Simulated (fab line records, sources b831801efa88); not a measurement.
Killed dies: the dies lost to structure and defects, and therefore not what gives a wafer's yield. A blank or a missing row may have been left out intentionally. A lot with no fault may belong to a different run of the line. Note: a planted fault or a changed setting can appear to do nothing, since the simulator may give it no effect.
fab line records / flow gf180mcu
record: lots: 6 wafers: 18 lastDay: 34
route steps=602 shown V1@353 M2@362
lots that met no fault: from a run of the same line without faults
startH: hours from the record's first day to the start of the lot's first wafer shown / waitH: hours since the lot's step before / " repeats the value in the row above / L1.1+2: several wafers, shown together as one row / - no value, or no start given / * or withheld: withheld / < > ~ a bound
route shown NAME@n: a module of which the file shows steps, and the number in the route of the first / usual: average and standard deviation across the fault-free wafers / same: alike in all rows / chamber/n: place in a boat / sites: per-site readings / _std_site: standard deviation of those values / _edge_site: inner sites' mean taken away from outer sites' mean / radiusMm: how far each site lies from the wafer's centre / mask NAME#n: copy n / behind: tool/chamber where the wafer was last shaped / hold: cause of the lot's hold/its duration in hours/its outcome / device: transistor that didn't switch, given as n, p or np / end of line: the route-end tests of the same wafers / for a step that has no rows: nothing shown but its recipe / killed: the dies lost at the first sort to structure and to defects; this is not the yield of the wafer / map: the dies of a wafer, with x for killed, . for not killed, _ for no die there
set.NAME: the setting the step ran with; set.NAME@STEP: the setting that earlier step ran with / model.NAME: the simulator's own value behind a step, which no gauge read
lots at some steps of the route; a table a step, a row a wafer
services: from which hour (startH, from the record's first day; less than 0 if before it) a tool's chamber was out of use, for how many hours, and why
== steps ==
step: GF_V1_STRIP_18
recipe: chemistry: O2/N2 powerW: 1400 pressureMtorr: 1500 platenTempC: 250 o2FlowSccm: 3000 n2FlowSccm: 300 overashFraction: 0.5
step: GF_V1_STRIP_19
recipe: chemistry: postEtchResidueRemover timeS: 1200 tempC: 72.5
step: GF_V1_CLEAN_20
recipe: chemistry: DIW dry: n2Spin
step: GF_V1_SPUTTER_21
recipe: material: Ti targetThkNm: 15 chamberPressurePa: 5 powerW: 2500 substrateTempC: 200 timeS: 80.02
usual: cathodeDcPowerW: 2500.0/0.48 chamberPressurePa: 4.999/0.01 throttleValvePct: 30.2/0.93
same: timeS: 80.02
lot.wafer=L201.3 tool=pvdSputter-04 chamber=- startH=426.49 waitH=0.0 cathodeDcPowerW=2499.9 chamberPressurePa=4.994 throttleValvePct=29.3
lot.wafer=L201.4 tool=pvdSputter-04 chamber=- startH=426.49 waitH=0.0 cathodeDcPowerW=2499.4 chamberPressurePa=5.008 throttleValvePct=30.8
lot.wafer=L201.6 tool=pvdSputter-04 chamber=- startH=426.49 waitH=0.0 cathodeDcPowerW=2499.2 chamberPressurePa=4.987 throttleValvePct=30.7
lot.wafer=L208.1 tool=pvdSputter-04 chamber=- startH=494.79 waitH=0.0 cathodeDcPowerW=2499.8 chamberPressurePa=4.996 throttleValvePct=30.8
lot.wafer=L208.3 tool=pvdSputter-04 chamber=- startH=494.79 waitH=0.0 cathodeDcPowerW=2500.5 chamberPressurePa=4.995 throttleValvePct=29.1
lot.wafer=L208.5 tool=pvdSputter-04 chamber=- startH=494.79 waitH=0.0 cathodeDcPowerW=2499.6 chamberPressurePa=4.996 throttleValvePct=30.2
lot.wafer=L209.1 tool=pvdSputter-04 chamber=- startH=503.86 waitH=0.0 cathodeDcPowerW=2499.1 chamberPressurePa=4.992 throttleValvePct=30.6
lot.wafer=L209.3 tool=pvdSputter-04 chamber=- startH=503.86 waitH=0.0 cathodeDcPowerW=2500.6 chamberPressurePa=4.985 throttleValvePct=30.8
lot.wafer=L209.4 tool=pvdSputter-04 chamber=- startH=503.86 waitH=0.0 cathodeDcPowerW=2499.8 chamberPressurePa=5.023 throttleValvePct=29.2
lot.wafer=L215.1 tool=pvdSputter-04 chamber=- startH=551.95 waitH=0.0 cathodeDcPowerW=2500.3 chamberPressurePa=5.011 throttleValvePct=30.5
lot.wafer=L215.3 tool=pvdSputter-04 chamber=- startH=551.95 waitH=0.0 cathodeDcPowerW=2499.4 chamberPressurePa=4.992 throttleValvePct=29.1
lot.wafer=L215.6 tool=pvdSputter-04 chamber=- startH=551.95 waitH=0.0 cathodeDcPowerW=2500.8 chamberPressurePa=4.989 throttleValvePct=31.0
lot.wafer=L219.3 tool=pvdSputter-02 chamber=- startH=589.54 waitH=0.0 cathodeDcPowerW=2499.3 chamberPressurePa=4.983 throttleValvePct=29.0
lot.wafer=L219.4 tool=pvdSputter-02 chamber=- startH=589.54 waitH=0.0 cathodeDcPowerW=2499.8 chamberPressurePa=4.986 throttleValvePct=28.9
lot.wafer=L219.5 tool=pvdSputter-02 chamber=- startH=589.54 waitH=0.0 cathodeDcPowerW=2499.5 chamberPressurePa=4.996 throttleValvePct=29.3
lot.wafer=L220.1 tool=pvdSputter-02 chamber=- startH=595.52 waitH=0.0 cathodeDcPowerW=2500.4 chamberPressurePa=4.998 throttleValvePct=31.7
lot.wafer=L220.5 tool=pvdSputter-02 chamber=- startH=595.52 waitH=0.0 cathodeDcPowerW=2499.0 chamberPressurePa=5.011 throttleValvePct=31.6
lot.wafer=L220.6 tool=pvdSputter-02 chamber=- startH=595.52 waitH=0.0 cathodeDcPowerW=2500.0 chamberPressurePa=4.985 throttleValvePct=29.2
step: GF_V1_SPUTTER_22
recipe: material: TiN targetThkNm: 10 chamberPressurePa: 5 powerW: 4000 timeS: 40
step: GF_V1_CVD_23
recipe: material: W targetThkNm: 350 timeS: 105.05 tempC: 400 pressureTorr: 40
usual: heaterPowerW: 763/100
same: timeS: 105.05
lot.wafer=L201.3 tool=cvdW-02 chamber=1 startH=426.62 waitH=0.1 heaterPowerW=638
lot.wafer=L201.4 tool=cvdW-02 chamber=0 startH=426.62 waitH=0.1 heaterPowerW=792
lot.wafer=L201.6 tool=cvdW-02 chamber=1 startH=426.62 waitH=0.1 heaterPowerW=662
lot.wafer=L208.1 tool=cvdW-01 chamber=1 startH=494.89 waitH=0.0 heaterPowerW=791
lot.wafer=L208.3 tool=cvdW-01 chamber=1 startH=494.89 waitH=0.0 heaterPowerW=788
lot.wafer=L208.5 tool=cvdW-01 chamber=0 startH=494.89 waitH=0.0 heaterPowerW=909
lot.wafer=L209.1 tool=cvdW-02 chamber=1 startH=503.96 waitH=0.0 heaterPowerW=650
lot.wafer=L209.3 tool=cvdW-02 chamber=1 startH=503.96 waitH=0.0 heaterPowerW=641
lot.wafer=L209.4 tool=cvdW-02 chamber=1 startH=503.96 waitH=0.0 heaterPowerW=634
lot.wafer=L215.1 tool=cvdW-01 chamber=1 startH=552.05 waitH=0.0 heaterPowerW=809
lot.wafer=L215.3 tool=cvdW-01 chamber=0 startH=552.05 waitH=0.0 heaterPowerW=883
lot.wafer=L215.6 tool=cvdW-01 chamber=1 startH=552.05 waitH=0.0 heaterPowerW=795
lot.wafer=L219.3 tool=cvdW-02 chamber=1 startH=589.68 waitH=0.1 heaterPowerW=639
lot.wafer=L219.4 tool=cvdW-02 chamber=0 startH=589.68 waitH=0.1 heaterPowerW=779
lot.wafer=L219.5 tool=cvdW-02 chamber=1 startH=589.68 waitH=0.1 heaterPowerW=662
lot.wafer=L220.1 tool=cvdW-02 chamber=0 startH=595.62 waitH=0.0 heaterPowerW=801
lot.wafer=L220.5 tool=cvdW-02 chamber=0 startH=595.62 waitH=0.0 heaterPowerW=819
lot.wafer=L220.6 tool=cvdW-02 chamber=1 startH=595.62 waitH=0.0 heaterPowerW=648
step: GF_V1_RS_MEAS_24
recipe: thkMeasGauge: four-point-probe reads: W_of_V1_CVD_23+TiN_of_V1_SPUTTER_22+Ti_of_V1_SPUTTER_21
usual: V1_W_RS: 0.328/0.0068
lot.wafer=L201.3 tool=filmMetro-04 chamber=- startH=426.74 waitH=0.1 V1_W_RS[ohm/sq]=0.334
lot.wafer=L201.4 tool=filmMetro-04 chamber=- startH=426.74 waitH=0.1 V1_W_RS[ohm/sq]=0.319
lot.wafer=L201.6 tool=filmMetro-04 chamber=- startH=426.74 waitH=0.1 V1_W_RS[ohm/sq]=0.331
lot.wafer=L208.1 tool=filmMetro-02 chamber=- startH=495.00 waitH=0.1 V1_W_RS[ohm/sq]=0.323
lot.wafer=L208.3 tool=filmMetro-02 chamber=- startH=495.00 waitH=0.1 V1_W_RS[ohm/sq]=0.321
lot.wafer=L208.5 tool=filmMetro-02 chamber=- startH=495.00 waitH=0.1 V1_W_RS[ohm/sq]=0.340
lot.wafer=L209.1 tool=filmMetro-03 chamber=- startH=504.19 waitH=0.2 V1_W_RS[ohm/sq]=0.332
lot.wafer=L209.3 tool=filmMetro-03 chamber=- startH=504.19 waitH=0.2 V1_W_RS[ohm/sq]=0.334
lot.wafer=L209.4 tool=filmMetro-03 chamber=- startH=504.19 waitH=0.2 V1_W_RS[ohm/sq]=0.334
lot.wafer=L215.1 tool=filmMetro-03 chamber=- startH=552.16 waitH=0.1 V1_W_RS[ohm/sq]=0.318
lot.wafer=L215.3 tool=filmMetro-03 chamber=- startH=552.16 waitH=0.1 V1_W_RS[ohm/sq]=0.331
lot.wafer=L215.6 tool=filmMetro-03 chamber=- startH=552.16 waitH=0.1 V1_W_RS[ohm/sq]=0.319
lot.wafer=L219.3 tool=filmMetro-03 chamber=- startH=589.79 waitH=0.1 V1_W_RS[ohm/sq]=0.331
lot.wafer=L219.4 tool=filmMetro-03 chamber=- startH=589.79 waitH=0.1 V1_W_RS[ohm/sq]=0.325
lot.wafer=L219.5 tool=filmMetro-03 chamber=- startH=589.79 waitH=0.1 V1_W_RS[ohm/sq]=0.330
lot.wafer=L220.1 tool=filmMetro-02 chamber=- startH=595.73 waitH=0.1 V1_W_RS[ohm/sq]=0.322
lot.wafer=L220.5 tool=filmMetro-02 chamber=- startH=595.73 waitH=0.1 V1_W_RS[ohm/sq]=0.321
lot.wafer=L220.6 tool=filmMetro-02 chamber=- startH=595.73 waitH=0.1 V1_W_RS[ohm/sq]=0.331
step: GF_V1_THK_MEAS_25
recipe: thkMeasGauge: xrf reads: W_of_V1_CVD_23
usual: V1_W_THK: 356/7.8
lot.wafer=L201.3 tool=filmMetro-04 chamber=- startH=426.84 waitH=0.1 V1_W_THK[nm]=349
lot.wafer=L201.4 tool=filmMetro-04 chamber=- startH=426.84 waitH=0.1 V1_W_THK[nm]=363
lot.wafer=L201.6 tool=filmMetro-04 chamber=- startH=426.84 waitH=0.1 V1_W_THK[nm]=352
lot.wafer=L208.1 tool=filmMetro-02 chamber=- startH=495.12 waitH=0.1 V1_W_THK[nm]=358
lot.wafer=L208.3 tool=filmMetro-02 chamber=- startH=495.12 waitH=0.1 V1_W_THK[nm]=362
lot.wafer=L208.5 tool=filmMetro-02 chamber=- startH=495.12 waitH=0.1 V1_W_THK[nm]=341
lot.wafer=L209.1 tool=filmMetro-03 chamber=- startH=504.31 waitH=0.1 V1_W_THK[nm]=352
lot.wafer=L209.3 tool=filmMetro-03 chamber=- startH=504.31 waitH=0.1 V1_W_THK[nm]=350
lot.wafer=L209.4 tool=filmMetro-03 chamber=- startH=504.31 waitH=0.1 V1_W_THK[nm]=350
lot.wafer=L215.1 tool=filmMetro-03 chamber=- startH=552.28 waitH=0.1 V1_W_THK[nm]=372
lot.wafer=L215.3 tool=filmMetro-03 chamber=- startH=552.28 waitH=0.1 V1_W_THK[nm]=360
lot.wafer=L215.6 tool=filmMetro-03 chamber=- startH=552.28 waitH=0.1 V1_W_THK[nm]=369
lot.wafer=L219.3 tool=filmMetro-03 chamber=- startH=589.89 waitH=0.1 V1_W_THK[nm]=355
lot.wafer=L219.4 tool=filmMetro-03 chamber=- startH=589.89 waitH=0.1 V1_W_THK[nm]=362
lot.wafer=L219.5 tool=filmMetro-03 chamber=- startH=589.89 waitH=0.1 V1_W_THK[nm]=356
lot.wafer=L220.1 tool=filmMetro-02 chamber=- startH=595.85 waitH=0.1 V1_W_THK[nm]=361
lot.wafer=L220.5 tool=filmMetro-02 chamber=- startH=595.85 waitH=0.1 V1_W_THK[nm]=363
lot.wafer=L220.6 tool=filmMetro-02 chamber=- startH=595.85 waitH=0.1 V1_W_THK[nm]=352
step: GF_V1_CMP_26
recipe: stopOn: SiO2 downForcePsi: 3.5 platenRpm: 60 tOverpolishS: 15 targetThkNm: 0 padVelocityMS: 0.94248
usual: edgeZonePressureFrac: 1.000/0.0048 motorCurrentA: 11.0/1.1 overpolishRunS: 15.002/0.0099 timeToEndpointS: 81/4.5
lot.wafer=L201.3 tool=cmp-01 chamber=2 startH=426.93 waitH=0.1 edgeZonePressureFrac=0.999 motorCurrentA=10.1 overpolishRunS=14.999 timeToEndpointS=75
lot.wafer=L201.4 tool=cmp-01 chamber=0 startH=426.93 waitH=0.1 edgeZonePressureFrac=1.005 motorCurrentA=11.2 overpolishRunS=15.022 timeToEndpointS=85
lot.wafer=L201.6 tool=cmp-01 chamber=2 startH=426.93 waitH=0.1 edgeZonePressureFrac=0.991 motorCurrentA=10.5 overpolishRunS=14.986 timeToEndpointS=74
lot.wafer=L208.3 tool=cmp-02 chamber=3 startH=495.28 waitH=0.1 edgeZonePressureFrac=0.998 motorCurrentA=11.0 overpolishRunS=14.999 timeToEndpointS=77
lot.wafer=L208.1 tool=cmp-02 chamber=0 startH=495.28 waitH=0.1 edgeZonePressureFrac=0.994 motorCurrentA=12.4 overpolishRunS=15.001 timeToEndpointS=81
lot.wafer=L208.5 tool=cmp-02 chamber=1 startH=495.28 waitH=0.1 edgeZonePressureFrac=0.987 motorCurrentA=9.7 overpolishRunS=15.008 timeToEndpointS=71
lot.wafer=L209.1 tool=cmp-01 chamber=2 startH=504.42 waitH=0.1 edgeZonePressureFrac=0.993 motorCurrentA=10.2 overpolishRunS=15.004 timeToEndpointS=75
lot.wafer=L209.4 tool=cmp-01 chamber=3 startH=504.42 waitH=0.1 edgeZonePressureFrac=0.998 motorCurrentA=12.9 overpolishRunS=15.000 timeToEndpointS=83
lot.wafer=L209.3 tool=cmp-01 chamber=0 startH=504.42 waitH=0.1 edgeZonePressureFrac=1.000 motorCurrentA=12.1 overpolishRunS=14.997 timeToEndpointS=82
lot.wafer=L215.3 tool=cmp-01 chamber=0 startH=552.34 waitH=0.0 edgeZonePressureFrac=1.002 motorCurrentA=11.7 overpolishRunS=15.006 timeToEndpointS=83
lot.wafer=L215.1 tool=cmp-01 chamber=2 startH=552.34 waitH=0.0 edgeZonePressureFrac=0.999 motorCurrentA=10.4 overpolishRunS=14.996 timeToEndpointS=79
lot.wafer=L215.6 tool=cmp-01 chamber=0 startH=552.34 waitH=0.0 edgeZonePressureFrac=0.993 motorCurrentA=11.7 overpolishRunS=14.995 timeToEndpointS=82
lot.wafer=L219.3 tool=cmp-02 chamber=1 startH=589.98 waitH=0.1 edgeZonePressureFrac=1.000 motorCurrentA=9.9 overpolishRunS=15.003 timeToEndpointS=78
lot.wafer=L219.4 tool=cmp-02 chamber=3 startH=589.98 waitH=0.1 edgeZonePressureFrac=1.004 motorCurrentA=10.9 overpolishRunS=15.003 timeToEndpointS=81
lot.wafer=L219.5 tool=cmp-02 chamber=0 startH=589.98 waitH=0.1 edgeZonePressureFrac=1.001 motorCurrentA=12.5 overpolishRunS=14.999 timeToEndpointS=84
lot.wafer=L220.1 tool=cmp-02 chamber=0 startH=595.96 waitH=0.1 edgeZonePressureFrac=1.007 motorCurrentA=12.3 overpolishRunS=15.002 timeToEndpointS=88
lot.wafer=L220.5 tool=cmp-02 chamber=3 startH=595.96 waitH=0.1 edgeZonePressureFrac=1.006 motorCurrentA=11.1 overpolishRunS=14.996 timeToEndpointS=81
lot.wafer=L220.6 tool=cmp-02 chamber=0 startH=595.96 waitH=0.1 edgeZonePressureFrac=1.010 motorCurrentA=12.1 overpolishRunS=14.997 timeToEndpointS=84
step: GF_M2_SPUTTER_00
recipe: material: Ti targetThkNm: 37.5 arrivingIonEnergyEv: 80 substrateTempC: 200 chamberPressurePa: 2 powerW: 4000 timeS: 150
step: GF_M2_SPUTTER_01
recipe: material: TiN targetThkNm: 30 powerW: 6500 timeS: 25 chamberPressurePa: 0.4
usual: cathodeDcPowerW: 6499.9/1.3 chamberPressurePa: 0.4000/0.00083 throttleValvePct: 30.0/0.96
same: timeS: 25
lot.wafer=L201.3 tool=pvdSputter-01 chamber=- startH=427.28 waitH=0.1 cathodeDcPowerW=6498.5 chamberPressurePa=0.4010 throttleValvePct=28.4
lot.wafer=L201.4 tool=pvdSputter-01 chamber=- startH=427.28 waitH=0.1 cathodeDcPowerW=6500.0 chamberPressurePa=0.3981 throttleValvePct=31.5
lot.wafer=L201.6 tool=pvdSputter-01 chamber=- startH=427.28 waitH=0.1 cathodeDcPowerW=6500.0 chamberPressurePa=0.4013 throttleValvePct=28.4
lot.wafer=L208.1 tool=pvdSputter-01 chamber=- startH=495.58 waitH=0.1 cathodeDcPowerW=6498.8 chamberPressurePa=0.3999 throttleValvePct=29.9
lot.wafer=L208.3 tool=pvdSputter-01 chamber=- startH=495.58 waitH=0.1 cathodeDcPowerW=6501.2 chamberPressurePa=0.3991 throttleValvePct=31.1
lot.wafer=L208.5 tool=pvdSputter-01 chamber=- startH=495.58 waitH=0.1 cathodeDcPowerW=6500.8 chamberPressurePa=0.4004 throttleValvePct=28.1
lot.wafer=L209.1 tool=pvdSputter-02 chamber=- startH=504.77 waitH=0.1 cathodeDcPowerW=6499.7 chamberPressurePa=0.3994 throttleValvePct=31.7
lot.wafer=L209.3 tool=pvdSputter-02 chamber=- startH=504.77 waitH=0.1 cathodeDcPowerW=6498.4 chamberPressurePa=0.3998 throttleValvePct=29.1
lot.wafer=L209.4 tool=pvdSputter-02 chamber=- startH=504.77 waitH=0.1 cathodeDcPowerW=6498.4 chamberPressurePa=0.4011 throttleValvePct=29.1
lot.wafer=L215.1 tool=pvdSputter-03 chamber=- startH=552.74 waitH=0.1 cathodeDcPowerW=6498.6 chamberPressurePa=0.3997 throttleValvePct=29.6
lot.wafer=L215.3 tool=pvdSputter-03 chamber=- startH=552.74 waitH=0.1 cathodeDcPowerW=6502.5 chamberPressurePa=0.3998 throttleValvePct=30.9
lot.wafer=L215.6 tool=pvdSputter-03 chamber=- startH=552.74 waitH=0.1 cathodeDcPowerW=6500.7 chamberPressurePa=0.3998 throttleValvePct=29.5
lot.wafer=L219.3 tool=pvdSputter-03 chamber=- startH=590.33 waitH=0.1 cathodeDcPowerW=6500.3 chamberPressurePa=0.4002 throttleValvePct=30.8
lot.wafer=L219.4 tool=pvdSputter-03 chamber=- startH=590.33 waitH=0.1 cathodeDcPowerW=6498.5 chamberPressurePa=0.4010 throttleValvePct=29.8
lot.wafer=L219.5 tool=pvdSputter-03 chamber=- startH=590.33 waitH=0.1 cathodeDcPowerW=6500.4 chamberPressurePa=0.4019 throttleValvePct=30.8
lot.wafer=L220.1 tool=pvdSputter-01 chamber=- startH=596.31 waitH=0.1 cathodeDcPowerW=6500.3 chamberPressurePa=0.4000 throttleValvePct=29.7
lot.wafer=L220.5 tool=pvdSputter-01 chamber=- startH=596.31 waitH=0.1 cathodeDcPowerW=6499.4 chamberPressurePa=0.3992 throttleValvePct=30.3
lot.wafer=L220.6 tool=pvdSputter-01 chamber=- startH=596.31 waitH=0.1 cathodeDcPowerW=6500.9 chamberPressurePa=0.4009 throttleValvePct=30.1
step: GF_M2_SPUTTER_02
recipe: material: AlCu targetThkNm: 450 powerW: 10600 timeS: 23.9 chamberPressurePa: 0.4
usual: cathodeDcPowerW: 10600/2 chamberPressurePa: 0.4000/0.0008 throttleValvePct: 30.0/0.92
same: timeS: 23.9
lot.wafer=L201.3 tool=pvdSputter-01 chamber=- startH=427.31 waitH=0.0 cathodeDcPowerW=10598 chamberPressurePa=0.4007 throttleValvePct=28.4
lot.wafer=L201.4 tool=pvdSputter-01 chamber=- startH=427.31 waitH=0.0 cathodeDcPowerW=10603 chamberPressurePa=0.4017 throttleValvePct=31.3
lot.wafer=L201.6 tool=pvdSputter-01 chamber=- startH=427.31 waitH=0.0 cathodeDcPowerW=10599 chamberPressurePa=0.4006 throttleValvePct=28.2
lot.wafer=L208.1 tool=pvdSputter-01 chamber=- startH=495.61 waitH=0.0 cathodeDcPowerW=10599 chamberPressurePa=0.4011 throttleValvePct=29.9
lot.wafer=L208.3 tool=pvdSputter-01 chamber=- startH=495.61 waitH=0.0 cathodeDcPowerW=10602 chamberPressurePa=0.3990 throttleValvePct=31.1
lot.wafer=L208.5 tool=pvdSputter-01 chamber=- startH=495.61 waitH=0.0 cathodeDcPowerW=10601 chamberPressurePa=0.4002 throttleValvePct=28.3
lot.wafer=L209.1 tool=pvdSputter-02 chamber=- startH=504.80 waitH=0.0 cathodeDcPowerW=10601 chamberPressurePa=0.3999 throttleValvePct=31.6
lot.wafer=L209.3 tool=pvdSputter-02 chamber=- startH=504.80 waitH=0.0 cathodeDcPowerW=10600 chamberPressurePa=0.4005 throttleValvePct=29.1
lot.wafer=L209.4 tool=pvdSputter-02 chamber=- startH=504.80 waitH=0.0 cathodeDcPowerW=10602 chamberPressurePa=0.4000 throttleValvePct=29.4
lot.wafer=L215.1 tool=pvdSputter-03 chamber=- startH=552.77 waitH=0.0 cathodeDcPowerW=10600 chamberPressurePa=0.3999 throttleValvePct=29.5
lot.wafer=L215.3 tool=pvdSputter-03 chamber=- startH=552.77 waitH=0.0 cathodeDcPowerW=10603 chamberPressurePa=0.4002 throttleValvePct=30.9
lot.wafer=L215.6 tool=pvdSputter-03 chamber=- startH=552.77 waitH=0.0 cathodeDcPowerW=10598 chamberPressurePa=0.4010 throttleValvePct=29.4
lot.wafer=L219.3 tool=pvdSputter-03 chamber=- startH=590.36 waitH=0.0 cathodeDcPowerW=10604 chamberPressurePa=0.4008 throttleValvePct=30.7
lot.wafer=L219.4 tool=pvdSputter-03 chamber=- startH=590.36 waitH=0.0 cathodeDcPowerW=10600 chamberPressurePa=0.3993 throttleValvePct=29.5
lot.wafer=L219.5 tool=pvdSputter-03 chamber=- startH=590.36 waitH=0.0 cathodeDcPowerW=10597 chamberPressurePa=0.4001 throttleValvePct=30.4
lot.wafer=L220.1 tool=pvdSputter-01 chamber=- startH=596.34 waitH=0.0 cathodeDcPowerW=10603 chamberPressurePa=0.3994 throttleValvePct=29.4
lot.wafer=L220.5 tool=pvdSputter-01 chamber=- startH=596.34 waitH=0.0 cathodeDcPowerW=10602 chamberPressurePa=0.4000 throttleValvePct=30.5
lot.wafer=L220.6 tool=pvdSputter-01 chamber=- startH=596.34 waitH=0.0 cathodeDcPowerW=10597 chamberPressurePa=0.4003 throttleValvePct=29.8
step: GF_M2_SPUTTER_03
recipe: material: Ti targetThkNm: 10 substrateTempC: 300 chamberPressurePa: 0.3 powerW: 3000 timeS: 6.7
usual: cathodeDcPowerW: 3000.0/0.49 chamberPressurePa: 0.2999/0.00065 throttleValvePct: 30.0/0.94 timeS: 6.7/0
lot.wafer=L201.3 tool=pvdSputter-01 chamber=- startH=427.34 waitH=0.0 cathodeDcPowerW=3000.0 chamberPressurePa=0.2994 throttleValvePct=28.1 timeS=6.7
lot.wafer=L201.4 tool=pvdSputter-01 chamber=- startH=427.34 waitH=0.0 cathodeDcPowerW=3000.4 chamberPressurePa=0.3012 throttleValvePct=31.6 timeS=6.7
lot.wafer=L201.6 tool=pvdSputter-01 chamber=- startH=427.34 waitH=0.0 cathodeDcPowerW=3000.2 chamberPressurePa=0.2994 throttleValvePct=28.2 timeS=6.7
lot.wafer=L208.1 tool=pvdSputter-01 chamber=- startH=495.64 waitH=0.0 cathodeDcPowerW=- chamberPressurePa=- throttleValvePct=- timeS=-
lot.wafer=L208.3 tool=pvdSputter-01 chamber=- startH=495.64 waitH=0.0 cathodeDcPowerW=- chamberPressurePa=- throttleValvePct=- timeS=-
lot.wafer=L208.5 tool=pvdSputter-01 chamber=- startH=495.64 waitH=0.0 cathodeDcPowerW=- chamberPressurePa=- throttleValvePct=- timeS=-
lot.wafer=L209.1 tool=pvdSputter-02 chamber=- startH=504.83 waitH=0.0 cathodeDcPowerW=- chamberPressurePa=- throttleValvePct=- timeS=-
lot.wafer=L209.3 tool=pvdSputter-02 chamber=- startH=504.83 waitH=0.0 cathodeDcPowerW=- chamberPressurePa=- throttleValvePct=- timeS=-
lot.wafer=L209.4 tool=pvdSputter-02 chamber=- startH=504.83 waitH=0.0 cathodeDcPowerW=- chamberPressurePa=- throttleValvePct=- timeS=-
lot.wafer=L215.1 tool=pvdSputter-03 chamber=- startH=552.80 waitH=0.0 cathodeDcPowerW=2999.6 chamberPressurePa=0.2993 throttleValvePct=29.5 timeS=6.7
lot.wafer=L215.3 tool=pvdSputter-03 chamber=- startH=552.80 waitH=0.0 cathodeDcPowerW=3000.5 chamberPressurePa=0.3006 throttleValvePct=30.8 timeS=6.7
lot.wafer=L215.6 tool=pvdSputter-03 chamber=- startH=552.80 waitH=0.0 cathodeDcPowerW=2999.4 chamberPressurePa=0.2998 throttleValvePct=29.6 timeS=6.7
lot.wafer=L219.3 tool=pvdSputter-03 chamber=- startH=590.39 waitH=0.0 cathodeDcPowerW=3000.0 chamberPressurePa=0.2987 throttleValvePct=30.4 timeS=6.7
lot.wafer=L219.4 tool=pvdSputter-03 chamber=- startH=590.39 waitH=0.0 cathodeDcPowerW=2999.5 chamberPressurePa=0.2998 throttleValvePct=29.5 timeS=6.7
lot.wafer=L219.5 tool=pvdSputter-03 chamber=- startH=590.39 waitH=0.0 cathodeDcPowerW=3000.0 chamberPressurePa=0.2986 throttleValvePct=30.6 timeS=6.7
lot.wafer=L220.1 tool=pvdSputter-01 chamber=- startH=596.37 waitH=0.0 cathodeDcPowerW=3001.2 chamberPressurePa=0.3008 throttleValvePct=29.7 timeS=6.7
lot.wafer=L220.5 tool=pvdSputter-01 chamber=- startH=596.37 waitH=0.0 cathodeDcPowerW=2999.2 chamberPressurePa=0.2990 throttleValvePct=30.1 timeS=6.7
lot.wafer=L220.6 tool=pvdSputter-01 chamber=- startH=596.37 waitH=0.0 cathodeDcPowerW=3000.1 chamberPressurePa=0.3008 throttleValvePct=29.6 timeS=6.7
step: GF_M2_SPUTTER_04
recipe: material: TiN targetThkNm: 50 powerW: 6500 timeS: 41.7 chamberPressurePa: 0.4
== services ==
tool=cmp-01 chamber=- startH=404.00 hours=4.0 kind=pm
tool=cvdW-02 chamber=0 startH=404.00 hours=- kind=clean
tool=cvdW-02 chamber=1 startH=404.00 hours=- kind=clean
tool=cmp-01 chamber=- startH=408.00 hours=- kind=consumableReplace:conditioner
tool=cmp-01 chamber=- startH=408.00 hours=- kind=consumableReplace:pad
tool=cmp-01 chamber=- startH=459.05 hours=0.8 kind=repair
tool=cvdW-02 chamber=0 startH=468.72 hours=103.0 kind=repair
tool=cmp-02 chamber=- startH=471.38 hours=0.7 kind=repair
tool=pvdSputter-03 chamber=- startH=504.02 hours=0.9 kind=repair
tool=cvdW-02 chamber=- startH=508.29 hours=6.4 kind=repair
tool=cmp-01 chamber=- startH=514.67 hours=0.4 kind=repair
tool=cmp-02 chamber=- startH=528.09 hours=3.6 kind=pm
tool=pvdSputter-01 chamber=- startH=535.85 hours=1.7 kind=repair
tool=pvdSputter-01 chamber=- startH=538.07 hours=1.2 kind=repair
tool=pvdSputter-01 chamber=- startH=548.95 hours=46.6 kind=repair
tool=cmp-01 chamber=- startH=558.57 hours=3.2 kind=pm
tool=cmp-01 chamber=- startH=562.09 hours=2.3 kind=repair
tool=cmp-02 chamber=- startH=572.10 hours=4.0 kind=pm
tool=cmp-02 chamber=- startH=576.10 hours=- kind=consumableReplace:conditioner
tool=cmp-02 chamber=- startH=576.10 hours=- kind=consumableReplace:pad
== key ==
firstSign: step: GF_M2_SPUTTER_03 reading: toolRecord direction: missing
effect none on later readings
metAt GF_M2_SPUTTER_03
struckWafers L208.1,L208.3,L208.5,L209.1,L209.3,L209.4
laterRowsLeftOut L208.1,L208.3,L208.5,L209.1,L209.3,L209.4
sortLeftOut L208.1,L208.3,L208.5,L209.1,L209.3,L209.4
onsetBetween 427.34 495.64
fault: kind: skippedStepWhole tool: pvdSputter-01,pvdSputter-02 chamber: - onsetH: 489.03 steps: GF_M2_SPUTTER_03 scope: struckLotsOnly
sortLeftOut: the simulated sort isn't trusted on such a fault, so these wafers' sort isn't shown, and their yield isn't known
laterRowsLeftOut: the simulator's readings of these wafers behind a module that went badly wrong aren't trusted and aren't shown, but for the sort
